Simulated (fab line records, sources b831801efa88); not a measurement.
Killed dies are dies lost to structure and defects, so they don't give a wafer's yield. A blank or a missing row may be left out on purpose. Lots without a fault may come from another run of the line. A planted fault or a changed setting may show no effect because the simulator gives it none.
Chamber matching | flow sky130 | SKY_VIA1_CMP_24 on cmp-01: 4 sister chambers
The step polishes, stops on SiO2, t overpolish 15 s, target thk 0 nm. 8 wafers are shown with their chamber, then 7 later ones without.

WAFERS WITH THEIR CHAMBER
wafer  | chamber | motor_current_A (A) | time_to_endpoint_s (s)
L232.6 | 3       | 11.0                | 68
L237.3 | 1       | 11.9                | 68
L237.4 | 2       | 11.0                | 66
L238.1 | 0       | 11.1                | 65
L238.5 | 3       | 11.3                | 64
L238.6 | 0       | 10.9                | 63
L239.1 | 2       | 11.1                | 60
L239.4 | 1       | 11.8                | 62

WAFERS WITHOUT THEIR CHAMBER
wafer  | motor_current_A (A) | time_to_endpoint_s (s)
L239.6 | 11.2                | 62
L240.2 | 10.9                | 62
L240.3 | 11.6                | 62
L240.5 | 10.7                | 65
L250.3 | 11.5                | 59
L250.4 | 11.2                | 77
L250.5 | 11.0                | 61

WHICH CHAMBER EACH WENT THROUGH
wafer  | from the rows above               | in truth
L239.6 | can't be placed: 2 or 3 or 0      | 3
L240.2 | can't be placed: 0 or 2 or 3      | 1
L240.3 | can't be placed: 1 or 3 or 2      | 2
L240.5 | can't be placed: 0 or 2 or 3      | 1
L250.3 | can't be placed: 1 or 3 or 2 or 0 | 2
L250.4 | can't be placed: 3 or 0 or 2      | 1
L250.5 | can't be placed: 2 or 0 or 3      | 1
Placed correctly: 0 of 7. Can't be placed from these rows: 7 (the true chamber is among the candidates in 3). Placed wrongly: 0.
How it was worked out, from the rows above alone: a wafer's distance from a chamber is the root of the sum, over the readings, of the square of ((its reading less the chamber's mean) divided by the reading's scatter). The wafer belongs to the nearest chamber; if the next one is less than 2 further off, it can't be placed. A chamber's mean is the mean of its shown wafers. The scatter: the root of (the sum of the squares of (reading less its chamber's mean) over the shown wafers, divided by (wafers less chambers)).
